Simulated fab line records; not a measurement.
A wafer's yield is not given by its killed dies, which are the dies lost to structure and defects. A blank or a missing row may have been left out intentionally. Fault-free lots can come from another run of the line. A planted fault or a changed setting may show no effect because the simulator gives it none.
One fault through the eyes of 2 desks -- flow sky130 -- only its own numbers are on each desk; what lay behind them is given at the end

## DESK OF THE TOOL OWNER: implanter-02
SKY_PWDE_IMPLANT_08, tool's own readings: per-lot mean of the sampled wafers with a number, covering each lot this tool ran. The brackets show how far a lot's mean lies from the usual mean; more than 4 standard deviations puts the lot out of limits, marked OUT.
Columns: A = faraday current uA at SKY_PWDE_IMPLANT_08, usual 20.3
lot,first seen here,A
L441,day 2 18:03,20.5
L449,day 5 18:50,20.1
L460,day 8 10:45,20.3
L463,day 9 12:29,20.4
L464,day 9 21:08,20.1
This desk's finding: nothing out of limits on any of the 5 lots.

## METROLOGY DESK
Means of the sampled wafers that have a number, per lot and without regard to the tool the lot ran on: this is what the gauges read. The brackets show how far a lot's mean lies from the usual mean; more than 4 standard deviations puts the lot out of limits, marked OUT.
Columns: A = cd nm at SKY_FIELD_ISO_CD_MEAS_13, usual 149.9 nm; B = PWDE_TW at SKY_PWDE_TW_MEAS_10, usual 375; C = PWDE_RS at SKY_NWELL_RS_MEAS_31, usual 5280 ohm/sq; D = LDD_P_OVL at SKY_LDD_P_OVL_MEAS_08, usual -0.3 nm
lot,first seen here,A,B,C,D
L441,day 2 03:58,149.2,372,5279,-1.2
L442,day 2 04:38,148.6,374,5294,1.4
L449,day 3 23:46,151.7,366,5553 (+12) OUT,1.7
L452,day 4 14:10,150.4,374,5295,-2.9
L455,day 5 06:40,152.4,374,5281,-0.1
L456,day 5 12:25,147.7,373,5280,0.2
L459,day 6 03:49,150.1,374,5256,-0.9
L460,day 6 08:54,151.7,381,5253,1.3
L461,day 6 13:04,149.2,374,5277,-1.0
L462,day 6 18:32,148.8,381,5248,-0.3
L463,day 7 01:10,150.5,374,5294,-0.6
L464,day 7 07:30,151.3,379,5311,-1.2
Per this desk, out of limits: L449; the first was L449, day 7 11:28 (PWDE_RS at SKY_NWELL_RS_MEAS_31). In limits: L441, L442, L452, L455, L456, L459, L460, L461, L462, L463, L464.

## BROUGHT TOGETHER
The metrology desk could have raised an alarm at day 7 11:28, on L449.
The tool owner's desk saw nothing out of limits.
The tool owner's desk has L449 on record, within its limits.
On implanter-02, each named lot ran SKY_PWDE_IMPLANT_08.

## WHAT HAD BEEN PUT IN BY THE SIMULATOR
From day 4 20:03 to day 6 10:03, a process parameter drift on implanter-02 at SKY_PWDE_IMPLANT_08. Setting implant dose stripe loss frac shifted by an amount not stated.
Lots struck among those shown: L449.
Delay in hours, fault start to first out-of-limits reading, per desk: metrology desk 63.
